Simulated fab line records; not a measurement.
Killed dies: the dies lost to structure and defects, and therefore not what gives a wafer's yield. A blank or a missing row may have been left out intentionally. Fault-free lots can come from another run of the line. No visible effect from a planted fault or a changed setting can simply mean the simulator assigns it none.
fab line records | flow sky130
[record] lots = 7 wafers = 21 lastDay = 49
route steps=708 shown LOCAL_INTERCONNECT@405 CONTACT@406 PAD_OPEN@708
lots with no fault: from the same line, run without faults
startH: hours from the record's opening day to when the first of the lot's shown wafers began | waitH: hours since the lot's step before | " the same as in the row above | L1.1+2: a row that stands for several wafers | - no value present, or no start provided | * or withheld: withheld | < > ~ a bound
route shown NAME@n: names a module that has steps shown in the file, with the first one's number in the route | usual: mean/standard deviation of fault-free wafers | same: alike in all rows | chamber/n: place in a boat | sites: readings site by site | _std_site: standard deviation of those values | _edge_site: inner sites' mean taken away from outer sites' mean | radiusMm: how far each site lies from the wafer's centre | mask NAME#n: copy n | behind: the tool/chamber that last shaped the wafer | hold: why the lot went on hold/how many hours it stayed there/how the hold came to an end | device: the transistor (n, p or np) that didn't switch | end of line: the tests these same wafers got at the end of their route | a step without rows: its recipe alone | killed: the dies lost at the first sort to structure and to defects; this is not the yield of the wafer | map: a wafer's dies, marking killed ones x, the rest . and places with no die _
set.NAME: the setting the step ran with; set.NAME@STEP: the setting that earlier step ran with | model.NAME: the simulator's own value behind a step, which no gauge read
lots seen at some steps along the route; tables by step, rows by wafer
services: when a tool's chamber went out of use (startH, in hours from the record's first day, below 0 if earlier), for how many hours, and the reason
[[steps]]
[step SKY_LOCAL_INTERCONNECT_CLEAN_18]
[recipe] chemistry = O3/DIW dry = n2Spin
[step SKY_CONTACT_CVD_00]
[recipe] material = Si3N4 targetThkNm = 75 tempC = 400 timeS = withheld rfW = 450
[usual] heaterPowerW = 781/150 susceptorTempC = 399.95/0.24
// columns lot.wafer tool chamber startH waitH heaterPowerW susceptorTempC
L450.1 pecvd-04 1 735.56 0.0 819 400.07
L450.3 " 0 " " 653 399.87
L450.6 " 1 " " 654 399.87
L452.2 pecvd-04 0 745.08 0.0 656 399.89
L452.4 " 0 " " 678 400.21
L452.6 " 1 " " 721 399.72
L454.1 pecvd-04 2 768.03 0.0 1066 400.06
L454.2 " 1 " " 801 400.02
L454.3 " 0 " " 771 399.70
L455.1 pecvd-03 2 771.52 0.0 749 399.70
L455.3 " 0 " " 733 400.77
L455.4 " 2 " " 750 399.83
L456.1 pecvd-04 2 775.58 0.0 1136 400.13
L456.3 " 1 " " 816 400.09
L456.6 " 0 " " 728 399.55
L458.1 pecvd-01 1 798.06 0.0 632 399.83
L458.3 " 2 " " 881 399.80
L458.5 " 1 " " 646 399.84
L462.2 pecvd-03 1 829.52 0.0 816 400.12
L462.4 " 1 " " 815 399.88
L462.6 " 0 " " 669 399.96
[step SKY_CONTACT_THK_MEAS_01]
[recipe] reads = Si3N4_of_CONTACT_CVD_00
[usual] CONTACT_CVD_00_THK = 74.8/0.84
// columns lot.wafer tool chamber startH waitH CONTACT_CVD_00_THK[nm]
L450.1 filmMetro-03 - 735.60 - 75.2
L450.3 " - " " 74.6
L450.6 " - " " 75.8
L452.2 filmMetro-03 - 745.12 - 73.2
L452.4 " - " " 75.3
L452.6 " - " " 75.0
L454.1 filmMetro-04 - 768.06 - 73.8
L454.2 " - " " 73.4
L454.3 " - " " 74.3
L455.1 filmMetro-03 - 771.55 - 73.8
L455.3 " - " " 74.7
L455.4 " - " " 75.0
L456.1 filmMetro-03 - 775.61 - 74.4
L456.3 " - " " 75.2
L456.6 " - " " 75.5
L458.1 filmMetro-03 - 798.09 - 74.2
L458.3 " - " " 74.5
L458.5 " - " " 75.5
L462.2 filmMetro-04 - 829.57 - 74.8
L462.4 " - " " 76.4
L462.6 " - " " 76.4
[step SKY_CONTACT_HDPCVD_02]
[recipe] material = SiO2 targetThkNm = 565 sigmaOpenFrac = 0.3 timeS = 94.2 tempC = 600 sih4FlowSccm = 60 pressureMtorr = 6
[step SKY_CONTACT_THK_MEAS_03]
[recipe] reads = SiO2_of_CONTACT_HDPCVD_02
[usual] CONTACT_HDPCVD_THK = 563/5.4
// columns lot.wafer tool chamber startH waitH CONTACT_HDPCVD_THK[nm]
L450.1 filmMetro-02 - 735.73 0.0 573
L450.3 " - " " 565
L450.6 " - " " 574
L452.2 filmMetro-02 - 745.25 0.0 555
L452.4 " - " " 551
L452.6 " - " " 563
L454.1 filmMetro-02 - 768.19 0.0 556
L454.2 " - " " 572
L454.3 " - " " 562
L455.1 filmMetro-03 - 771.68 0.0 561
L455.3 " - " " 563
L455.4 " - " " 565
L456.1 filmMetro-02 - 775.74 0.0 561
L456.3 " - " " 572
L456.6 " - " " 568
L458.1 filmMetro-04 - 798.22 0.0 563
L458.3 " - " " 562
L458.5 " - " " 557
L462.2 filmMetro-02 - 829.70 0.0 573
L462.4 " - " " 567
L462.6 " - " " 566
[step SKY_CONTACT_CMP_04]
[recipe] material = SiO2 downForcePsi = 4 platenRpm = 60 padVelocityMS = 0.94248
[usual] edgeZonePressureFrac = 1.000/0.0046 motorCurrentA = 11.9/1.3 timeToEndpointS = 82/3.3
// columns lot.wafer tool chamber startH waitH edgeZonePressureFrac motorCurrentA timeToEndpointS
L450.3 cmp-02 2 736.16 0.4 1.001 13.5 84
L450.1 " 3 " " 1.007 11.5 87
L450.6 " 0 " " 0.998 11.8 81
L452.4 cmp-01 3 745.35 0.1 1.011 12.1 81
L452.2 " 0 " " 1.012 9.5 84
L452.6 " 2 " " 1.005 12.8 89
L454.2 cmp-01 0 768.25 0.0 1.001 10.0 89
L454.1 " 2 " " 0.995 12.5 79
L454.3 " 3 " " 0.999 13.0 83
L455.4 cmp-02 2 771.74 0.0 0.998 14.2 84
L455.1 " 3 " " 1.008 11.2 84
L455.3 " 1 " " 1.000 10.6 82
L456.1 cmp-01 1 775.85 0.1 1.003 11.5 81
L456.3 " 2 " " 1.001 12.4 86
L456.6 " 0 " " 0.997 9.7 87
L458.1 cmp-01 3 798.28 0.1 1.001 12.5 87
L458.3 " 1 " " 1.002 11.2 83
L458.5 " 0 " " 0.998 9.9 84
L462.4 cmp-01 1 829.75 0.0 0.998 11.1 82
L462.2 " 2 " " 0.997 11.9 86
L462.6 " 1 " " 1.002 11.0 77
[step SKY_CONTACT_BOW_MEAS_05]
[recipe] mode = bow
[usual] CONTACT_BOW = 81/6.3
// columns lot.wafer tool chamber startH waitH CONTACT_BOW[um]
L450.1 filmMetro-04 - 736.36 0.1 76
L450.3 " - " " 80
L450.6 " - " " 82
L452.2 filmMetro-03 - 745.62 0.2 85
L452.4 " - " " 87
L452.6 " - " " 89
L454.1 filmMetro-04 - 768.55 0.1 88
L454.2 " - " " 87
L454.3 " - " " 78
L455.1 filmMetro-04 - 772.04 0.2 80
L455.3 " - " " 77
L455.4 " - " " 75
L456.1 filmMetro-04 - 776.10 0.2 69
L456.3 " - " " 85
L456.6 " - " " 75
L458.1 filmMetro-03 - 798.58 0.2 82
L458.3 " - " " 90
L458.5 " - " " 87
L462.2 filmMetro-03 - 830.07 0.2 79
L462.4 " - " " 82
L462.6 " - " " 90
[step SKY_CONTACT_DEHYDRATE_06]
[recipe] tempC = 200 timeS = 60
[step SKY_CONTACT_HMDS_07]
[recipe] primeTimeS = 60 primeTempC = 120
[step SKY_CONTACT_COAT_08]
[recipe] resist = BARC tempC = withheld timeS = withheld spinRpm = 3000 resistThkNm = 60
[step SKY_CONTACT_COAT_09]
[recipe] resist = KrF-thick spinRpm = 3000 resistThkNm = 450
[step SKY_CONTACT_SOFTBAKE_10]
[recipe] tempC = 100 timeS = 90 resist = KrF-thick
[step SKY_CONTACT_EXPOSE_11]
[recipe] maskId = CTM1 na = 0.8 sourceShape = annular sigmaInner = 0.55 sigmaOuter = 0.85 targetCdNm = 170 doseMj = 38
[usual] exposureDoseMJCm2 = 37.83/0.036 stageVelMmS = 499.96/0.24
// columns lot.wafer tool chamber startH waitH mask exposureDoseMJCm2 stageVelMmS
L450.1 krfScanner-02 0 749.84 - CTM1#0 37.82 499.84
L450.3 " 0 " " CTM1#0 37.83 500.04
L450.6 " 0 " " CTM1#0 37.80 499.93
L452.2 krfScanner-01 0 760.86 - CTM1#0 37.89 499.98
L452.4 " 0 " " CTM1#0 37.82 500.36
L452.6 " 0 " " CTM1#0 37.85 500.01
L454.1 krfScanner-02 0 782.38 - CTM1#0 37.83 499.89
L454.2 " 0 " " CTM1#0 37.85 500.25
L454.3 " 0 " " CTM1#0 37.88 499.82
L455.1 krfScanner-01 0 786.59 - CTM1#0 38.62 500.18
L455.3 " 0 " " CTM1#0 38.62 499.91
L455.4 " 0 " " CTM1#0 38.65 499.85
L456.1 krfScanner-02 0 791.24 - CTM1#0 37.79 499.98
L456.3 " 0 " " CTM1#0 37.82 499.64
L456.6 " 0 " " CTM1#0 37.79 499.72
L458.1 krfScanner-01 0 812.39 - CTM1#0 38.50 500.00
L458.3 " 0 " " CTM1#0 38.53 499.75
L458.5 " 0 " " CTM1#0 38.49 499.87
L462.2 krfScanner-01 0 844.70 - CTM1#0 38.33 500.18
L462.4 " 0 " " CTM1#0 38.36 499.92
L462.6 " 0 " " CTM1#0 38.34 499.48
[step SKY_CONTACT_PEB_12]
[recipe] pebTempC = withheld pebTimeS = withheld resist = KrF-thick
[step SKY_CONTACT_DEVELOP_13]
[recipe] developTimeS = 60 resist = KrF-thick devTempC = 21.99
// columns lot.wafer tool chamber startH waitH model.CONTACT.cdNm
L450.1 lithoTrack-03 0 - - 167.9
L450.3 " 0 " " 169
L450.6 " 0 " " 168.8
L452.2 lithoTrack-02 0 - - 169.5
L452.4 " 0 " " 169.8
L452.6 " 0 " " 171
L454.1 lithoTrack-04 0 - - 169.7
L454.2 " 0 " " 170.9
L454.3 " 0 " " 171.1
L455.1 lithoTrack-04 0 - - 172.8
L455.3 " 0 " " 174.4
L455.4 " 0 " " 173.5
L456.1 lithoTrack-04 0 - - 172.7
L456.3 " 0 " " 172.4
L456.6 " 0 " " 173
L458.1 lithoTrack-04 0 - - 173.4
L458.3 " 0 " " 174.1
L458.5 " 0 " " 173.3
L462.2 lithoTrack-02 0 - - 173
L462.4 " 0 " " 172.8
L462.6 " 0 " " 172
[step SKY_CONTACT_CD_MEAS_14]
[recipe] targetCdNm = 170
[usual] cdNm = 169.7/1.5
// columns lot.wafer tool chamber startH waitH cdNm
L450.1 cdSem-02 - 765.46 - 168.1
L450.3 " - " " 168.8
L450.6 " - " " 168.7
L452.2 cdSem-02 - 773.63 - 169.5
L452.4 " - " " 170.1
L452.6 " - " " 170.9
L454.1 cdSem-01 - 796.72 - 170.0
L454.2 " - " " 170.9
L454.3 " - " " 171.2
L455.1 cdSem-01 - 799.92 - 173.0
L455.3 " - " " 174.1
L455.4 " - " " 173.4
L456.1 cdSem-02 - 803.92 - 172.8
L456.3 " - " " 172.5
L456.6 " - " " 173.0
L458.1 cdSem-01 - 826.72 - 173.6
L458.3 " - " " 174.0
L458.5 " - " " 173.3
L462.2 cdSem-02 - 857.28 - 173.0
L462.4 " - " " 172.8
L462.6 " - " " 172.3
[step SKY_CONTACT_OVL_MEAS_15]
[usual] CONTACT_OVL = -2/4.8
// columns lot.wafer tool chamber startH waitH CONTACT_OVL[nm]
L450.1 overlay-02 - 765.58 0.1 0
L450.3 " - " " 5
L450.6 " - " " 8
L452.2 overlay-02 - 773.74 0.1 3
L452.4 " - " " -1
L452.6 " - " " 1
L454.1 overlay-01 - 796.84 0.1 -4
L454.2 " - " " -3
L454.3 " - " " 2
L455.1 overlay-01 - 800.04 0.1 -16
L455.3 " - " " -15
L455.4 " - " " -13
L456.1 overlay-01 - 804.04 0.1 -6
L456.3 " - " " -7
L456.6 " - " " -11
L458.1 overlay-01 - 826.84 0.1 2
L458.3 " - " " 0
L458.5 " - " " -4
L462.2 overlay-01 - 857.39 0.1 2
L462.4 " - " " -5
L462.6 " - " " -1
[step SKY_CONTACT_ETCH_16]
[recipe] chemistry = N2/H2 target = BARC ionEnergyEv = 200 sourceW = 500 biasW = 100 pressureMtorr = 30 n2FlowSccm = 100 h2FlowSccm = 200 stopOn = SiO2 timeS = 45.9 targetDepthA = 600
[usual] biasW = 100.0/0.34 drypumpMotorCurrentA = 5.7/0.4 oesProductAu = 0.855/0.0046 throttleValvePct = 13.226/0.0089
// columns lot.wafer tool chamber startH waitH biasW drypumpMotorCurrentA oesProductAu rfHoursCounterH throttleValvePct
L450.1 rieDiel-04 1 765.61 0.0 99.9 5.8 0.857 22 13.231
L450.3 " 3 " " 99.7 6.1 0.862 14 13.219
L450.6 " 3 " " 100.1 6.2 0.858 - 13.234
L452.2 rieDiel-01 1 773.77 0.0 100.2 4.9 0.857 10 13.224
L452.4 " 1 " " 99.7 4.9 0.853 - 13.247
L452.6 " 3 " " 99.6 5.9 0.850 - 13.218
L454.1 rieDiel-04 1 796.87 0.0 100.5 5.8 0.858 23 13.221
L454.2 " 2 " " 100.5 5.5 0.853 19 13.212
L454.3 " 3 " " 100.6 6.2 0.848 15 13.235
L455.1 rieDiel-04 0 800.07 0.0 100.4 5.3 0.850 7 13.226
L455.3 " 1 " " 99.6 5.8 0.849 23 13.226
L455.4 " 3 " " 100.1 6.1 0.855 15 13.220
L456.1 rieDiel-04 3 804.07 0.0 100.5 6.2 0.856 15 13.222
L456.3 " 0 " " 100.5 5.3 0.855 7 13.223
L456.6 " 0 " " 99.6 5.3 0.854 - 13.214
L458.1 rieDiel-04 0 826.87 0.0 100.2 5.4 0.850 8 13.223
L458.3 " 1 " " 100.5 5.8 0.855 24 13.228
L458.5 " 3 " " 100.1 6.1 0.855 - 13.219
L462.2 rieDiel-02 1 857.42 0.0 99.7 5.6 0.856 8 13.240
L462.4 " 2 " " 100.0 6.5 0.866 1 13.234
L462.6 " 3 " " 99.5 6.1 0.858 - 13.222
[step SKY_CONTACT_ETCH_17]
[recipe] target = SiO2 chemistry = C4F8/O2/Ar stopOn = Si3N4 maskMaterial = KrF-thick sourceW = 1500 biasW = 1200 pressureMtorr = 40 c4f8FlowSccm = withheld O2_flow_sccm = 6 Ar_flow_sccm = 300 timeS = withheld targetDepthA = 3400
[usual] biasW = 1200/3.5 oesProductAu = 0.891/0.0042
// columns lot.wafer tool chamber startH waitH biasW oesProductAu
L450.1 rieDiel-04 1 765.65 0.0 1204 0.890
L450.3 " 3 " " 1199 0.895
L450.6 " 3 " " 1200 0.891
L452.2 rieDiel-01 1 773.81 0.0 1199 0.889
L452.4 " 1 " " 1203 0.884
L452.6 " 3 " " 1201 0.893
L454.1 rieDiel-04 1 796.91 0.0 1201 0.891
L454.2 " 2 " " 1195 0.896
L454.3 " 3 " " 1204 0.892
L455.1 rieDiel-04 0 800.11 0.0 1204 0.895
L455.3 " 1 " " 1206 0.889
L455.4 " 3 " " 1203 0.896
L456.1 rieDiel-04 3 804.11 0.0 1197 0.893
L456.3 " 0 " " 1197 0.890
L456.6 " 0 " " 1204 0.892
L458.1 rieDiel-04 0 826.91 0.0 1202 0.893
L458.3 " 1 " " 1204 0.895
L458.5 " 3 " " 1200 0.890
L462.2 rieDiel-02 1 857.46 0.0 1204 0.891
L462.4 " 2 " " 1204 0.902
L462.6 " 3 " " 1205 0.890
[step SKY_CONTACT_ETCH_18]
[recipe] target = Si3N4 chemistry = CHF3/O2 stopOn = TiN sourceW = 600 biasW = 204.6 pressureMtorr = 40 chf3FlowSccm = 50 O2_flow_sccm = 5 timeS = 39 targetDepthA = 750
[usual] biasW = 204.7/0.58 drypumpMotorCurrentA = 5.7/0.4 oesProductAu = 0.853/0.0063 throttleValvePct = 8.793/0.0095
// columns lot.wafer tool chamber startH waitH biasW drypumpMotorCurrentA oesProductAu rfHoursCounterH throttleValvePct model.CONTACT.cdNm
L450.1 rieDiel-04 1 - - 204.1 5.8 0.854 22 8.796 168.9
L450.3 " 3 " " 203.9 6.1 0.851 14 8.779 168.7
L450.6 " 3 " " 204.5 6.2 0.864 - 8.799 168.5
L452.2 rieDiel-01 1 - - 204.9 4.9 0.847 10 8.777 169.9
L452.4 " 1 " " 205.5 4.9 0.854 - 8.791 170.1
L452.6 " 3 " " 204.2 5.9 0.859 - 8.790 172.3
L454.1 rieDiel-04 1 - - 204.4 5.8 0.852 23 8.785 170.3
L454.2 " 2 " " 204.6 5.5 0.846 19 8.778 171.3
L454.3 " 3 " " 204.6 6.2 0.852 15 8.813 171.6
L455.1 rieDiel-04 0 - - 204.2 5.3 0.848 7 8.802 172.5
L455.3 " 1 " " 203.8 5.8 0.852 23 8.786 175.4
L455.4 " 3 " " 204.0 6.2 0.850 15 8.807 174
L456.1 rieDiel-04 3 - - 204.1 6.1 0.852 15 8.806 173
L456.3 " 0 " " 204.2 5.3 0.862 7 8.792 172.3
L456.6 " 0 " " 204.5 5.3 0.857 - 8.796 173.2
L458.1 rieDiel-04 0 - - 205.9 5.3 0.852 8 8.781 173.3
L458.3 " 1 " " 204.3 5.9 0.844 24 8.799 175.2
L458.5 " 3 " " 204.2 6.2 0.863 - 8.791 173.9
L462.2 rieDiel-02 1 - - 205.6 5.5 0.853 8 8.816 172.6
L462.4 " 2 " " 205.1 6.5 0.859 1 8.810 173.5
L462.6 " 3 " " 204.9 6.1 0.866 - 8.796 172.6
[step SKY_CONTACT_STRIP_19]
[recipe] chemistry = O2/N2 powerW = 1400 pressureMtorr = 1500 platenTempC = withheld o2FlowSccm = 3000 n2FlowSccm = 300 overashFraction = 0.5
[usual] drypumpMotorCurrentA = 5.67/0.23 o2FlowSccm = 2998/8.3 oesProductAu = 0.381/0.0051 stripTimeToEndpointS = 3.613/0.029
// columns lot.wafer tool chamber startH waitH drypumpMotorCurrentA o2FlowSccm oesProductAu rfHoursCounterH stripTimeToEndpointS
L450.1 plasmaAsher-03 1 765.74 - 5.23 2990 0.366 35 3.596
L450.3 " 0 " " 5.88 2984 0.372 - 3.563
L450.6 " 1 " " 5.21 3000 0.378 - 3.571
L452.2 plasmaAsher-03 0 773.90 - 5.84 2993 0.380 37 3.653
L452.4 " 0 " " 5.84 2998 0.380 - 3.641
L452.6 " 0 " " 5.81 2995 0.378 - 3.660
L454.1 plasmaAsher-01 0 797.00 - 5.56 3003 0.382 5 3.604
L454.2 " 1 " " 5.75 2994 0.382 5 3.602
L454.3 " 1 " " 5.74 2996 0.378 - 3.593
L455.1 plasmaAsher-02 1 800.20 - 5.75 2991 0.384 99 3.627
L455.3 " 1 " " 5.74 2993 0.380 - 3.651
L455.4 " 0 " " 5.96 2992 0.381 - 3.609
L456.1 plasmaAsher-03 1 804.20 - 5.17 2994 0.386 39 3.597
L456.3 " 0 " " 5.84 2987 0.381 - 3.640
L456.6 " 0 " " 5.82 2989 0.380 - 3.634
L458.1 plasmaAsher-02 1 827.00 - 5.76 3008 0.378 102 3.613
L458.3 " 0 " " 5.95 2989 0.377 - 3.622
L458.5 " 1 " " 5.74 3008 0.389 - 3.587
L462.2 plasmaAsher-01 0 857.55 - 5.57 2993 0.386 10 3.616
L462.4 " 1 " " 5.73 3012 0.378 - 3.611
L462.6 " 0 " " 5.56 3006 0.378 - 3.557
[step SKY_PAD_OPEN_PROBE_99]
[usual] killed_at_M0_to_M3 = 43/6.8 killed_at_M4_up = 3.3/1.9 killedAtContacts = 24/5.3 killedAtFrontEnd = 14/4.3 killedAtOther = 0.3/0.62 killedDies = 85/9.8 killedOpen = 46/8 killedShort = 39/5.9
[same] grossDies = 492 killedAtBackSide = 0
// columns lot.wafer tool chamber startH waitH killed_at_M0_to_M3 killed_at_M4_up killedAtContacts killedAtFrontEnd killedAtOther killedDies killedOpen killedShort
L455.1 prober-02 - 1134.53 0.1 50 2 17 13 1 83 44 39
L455.3 prober-02 - 1134.63 0.2 54 5 33 13 0 105 52 53
L458.1 prober-01 - 1155.93 0.1 52 6 22 9 0 89 51 38
L458.3 prober-01 - 1156.03 0.2 55 6 18 10 0 89 49 40
L458.5 prober-01 - 1156.13 0.2 35 5 20 20 1 81 40 41
// killed by level:class
L455.1 VIA1:geometricParticle:open=10 METAL1:geometricParticle:short=6 CONTACT:geometricParticle:open=6 VIA3:geometricParticle:open=6 FIELD_ISO:geometricParticle:open=5 FIELD_ISO:geometricParticle:short=5 LOCAL_INTERCONNECT:geometricParticle:short=5 METAL3:geometricParticle:short=5
L455.3 CONTACT:geometricParticle:open=11 CONTACT:geometricParticle:short=11 VIA1:geometricParticle:open=11 VIA3:geometricParticle:open=8 METAL1:geometricParticle:short=7 METAL2:geometricParticle:short=7 LI_CONTACT:geometricParticle:open=6 VIA1:geometricParticle:short=5
L458.1 VIA3:geometricParticle:open=12 METAL2:geometricParticle:short=9 CONTACT:geometricParticle:open=9 LI_CONTACT:geometricParticle:open=8 VIA1:geometricParticle:open=8 VIA2:geometricParticle:open=6 METAL1:geometricParticle:short=5 VIA2:geometricParticle:short=4
L458.3 CONTACT:geometricParticle:open=11 VIA3:geometricParticle:open=10 VIA1:geometricParticle:open=9 VIA1:geometricParticle:short=9 METAL2:geometricParticle:short=6 FIELD_ISO:geometricParticle:short=5 METAL4:geometricParticle:short=4 VIA2:geometricParticle:open=4
L458.5 VIA3:geometricParticle:open=10 FIELD_ISO:geometricParticle:short=6 LI_CONTACT:geometricParticle:open=6 LOCAL_INTERCONNECT:geometricParticle:short=6 VIA1:geometricParticle:open=6 CONTACT:geometricParticle:open=5 VIA3:geometricParticle:short=5 METAL4:geometricParticle:short=4
[[services]]
// columns tool chamber startH hours kind
krfScanner-01 - 714.50 0.8 pm
pecvd-04 1 729.56 3.1 repair
plasmaAsher-01 - 729.63 2.9 repair
krfScanner-02 - 731.84 1.0 pm
plasmaAsher-01 - 733.75 9.0 pm
krfScanner-01 - 734.20 0.9 repair
cmp-01 - 734.26 6.8 pm
rieDiel-04 0 744.00 1.5 repair
cmp-02 - 745.57 4.0 pm
pecvd-04 - 751.01 3.3 repair
rieDiel-04 0 761.38 2.3 repair
pecvd-04 2 778.00 4.9 repair
krfScanner-01 - 802.18 1.0 pm
cmp-01 - 803.26 7.1 pm
krfScanner-01 - 804.69 0.8 pm
krfScanner-02 - 804.71 0.9 repair
rieDiel-01 - 814.32 1.2 repair
cmp-01 - 827.94 0.5 repair
plasmaAsher-03 - 828.14 3.8 repair
krfScanner-02 - 836.74 1.3 pm
rieDiel-02 3 841.46 3.8 repair
rieDiel-01 - 850.39 0.8 repair
krfScanner-01 - 851.41 1.3 pm
plasmaAsher-03 - 855.61 7.6 repair
[[key]]
[firstSign] step = SKY_CONTACT_EXPOSE_11 reading = exposureDoseMJCm2 direction = up sigmas = 18 usual = * struck = *
[effect] step = SKY_CONTACT_CD_MEAS_14 reading = cdNm direction = up sigmas = 2.4 usual = 169.7 struck = 173.3 wafersMoved = 6 through = controlLoop
[modelEffect] step = SKY_CONTACT_DEVELOP_13 value = CONTACT.cdNm without = 170.1 struck = 173.3
[modelEffect] step = SKY_CONTACT_ETCH_18 value = CONTACT.cdNm without = 170.5 struck = 173.7
metAt SKY_CONTACT_EXPOSE_11
struckWafers L455.1,L455.3,L455.4,L458.1,L458.3,L458.5,L462.2,L462.4,L462.6
testerLeftOut L455,L458,L462
[loopTrim] step = SKY_CONTACT_EXPOSE_11 setting = dose lots = L458,L462
onsetBetween 760.86 786.59
[fault] kind = processParameterDrift tool = krfScanner-01 chamber = - onsetH = 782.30 steps = SKY_CONTACT_EXPOSE_11 channel = doseMj offset = 0.80223 shape = step actsIn = theseRecipesOnly stated = 38
// testerLeftOut: of these lots the tester's yield and bins aren't shown, on N5 and GAA mostly nor the transistor test; their killed dies are dies lost to structure and defects alone, not to doping, threshold or leakage, so they don't give the yield
// loopTrim: a control loop set the setting to another value than it would have without faults
